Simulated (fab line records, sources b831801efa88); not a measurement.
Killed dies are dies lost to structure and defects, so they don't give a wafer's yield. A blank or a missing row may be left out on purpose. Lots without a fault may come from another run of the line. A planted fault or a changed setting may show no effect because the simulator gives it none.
A struck lot beside a sound one | flow gf180mcu | 15 steps out of a route of 602
Sound: wafers L944.2, L944.3, L944.4. Struck: wafer L949.4. (L949.1, L949.2 of the same lot were not struck and are left out.) The cause comes at the end.
At each step with rows: each side's tool, then ch and its chambers, then its first start. Under that, the readings that differ: sound wafers | struck wafers | difference of the means | sigmas: that difference in standard deviations of wafers without a fault.
alike: readings whose means differ by less than 2 such deviations, and words and numbers that are the same on both sides. not compared: withheld readings, readings that some wafer has no value for, bounds like >300 that may hide the same value, and numbers for which the record gives no deviation and whose values overlap.
The two part at a step that has a row with sigmas, a row that says differs or no value, or rows on one side only. Numbers that don't overlap but have no deviation are shown without sigmas and don't part them. A reading that every wafer of one side lacks parts them only if that side has two wafers or more.

GF_V4_CD_MEAS_14: target cd 260 nm.
  sound on cd_sem-01, day 28 10:49; struck on cd_sem-01, day 30 02:02
  alike: cd_nm
GF_V4_OVL_MEAS_15:
  sound on overlay-01, day 28 10:56; struck on overlay-01, day 30 02:09
  alike: V4_OVL
then, 1 step without rows for these wafers: GF_V4_ETCH_16 (etches BARC in N2/H2).
GF_V4_ETCH_17: etches SiO2 in C4F8/O2/Ar, stops on TiN, target depth 630 nm.
  sound on rie_diel-03 ch 1,2,3; struck on rie_diel-01 ch 2
  alike: oes_product_au
then, 3 steps without rows for these wafers: GF_V4_STRIP_18 (strips in O2/N2); GF_V4_STRIP_19 (strips in post etch residue remover, time 1200 s); GF_V4_CLEAN_20 (cleans in DIW).
GF_V4_SPUTTER_21: material Ti, target thk 15 nm, time 80.02 s.
  sound on pvd_sputter-03, day 28 11:39; struck on pvd_sputter-01, day 30 02:51
  alike: chamber_pressure_pa, throttle_valve_pct
GF_V4_SPUTTER_22: material TiN, target thk 10 nm, time 40 s.
  sound on pvd_sputter-03, day 28 11:43; struck on pvd_sputter-01, day 30 02:58
  alike: chamber_pressure_pa, throttle_valve_pct
GF_V4_CVD_23: deposits W, target thk 350 nm, time 104.9 s.
  sound on cvd_w-01 ch 0,1, day 28 11:45; struck on cvd_w-02 ch 0, day 30 03:01
  alike: chamber_pressure_Torr, heater_power_w
GF_V4_RS_MEAS_24: measures by four-point-probe.
  sound on film_metro-02, day 28 11:53; struck on film_metro-01, day 30 03:07
  alike: V4_W_RS
GF_V4_THK_MEAS_25: measures by xrf.
  sound on film_metro-02, day 28 12:00; struck on film_metro-01, day 30 03:14
  reading       | sound       | struck | difference | sigmas
  V4_W_THK (nm) | 339 337 339 | 351    | +13        | +2
GF_V4_CMP_26: polishes, stops on SiO2, t overpolish 15 s, target thk 0 nm.
  sound on cmp-01 ch 0,1,3, day 28 12:03; struck on cmp-01 ch 0, day 30 03:21
  reading                | sound                | struck | difference | sigmas
  overpolish_run_s (s)   | 15.013 14.986 14.974 | 0.043  | -14.948    | -99 or more
  time_to_endpoint_s (s) | 88 90 83             | 131    | +44        | +11
  alike: motor_current_A
GF_MIM_SPUTTER_00: material Ti, target thk 37.5 nm, time 150 s.
  the record has rows for the sound wafers here (pvd_sputter-02, day 28 12:21) and none for the struck ones
-- the record jumps here: 4 days lie between the struck wafers' starts before and after (it left off in module MIM and takes up again in module PASSIVATION, whose first step shown is number 602 of the route) --
GF_PASSIVATION_PROBE_99:
  the record has rows for the struck wafers here (prober-02, day 33 22:19) and none for the sound ones

WHERE THEY PART
First at GF_V4_THK_MEAS_25; last, within this record, at GF_PASSIVATION_PROBE_99.

WHY: what the simulator had put in
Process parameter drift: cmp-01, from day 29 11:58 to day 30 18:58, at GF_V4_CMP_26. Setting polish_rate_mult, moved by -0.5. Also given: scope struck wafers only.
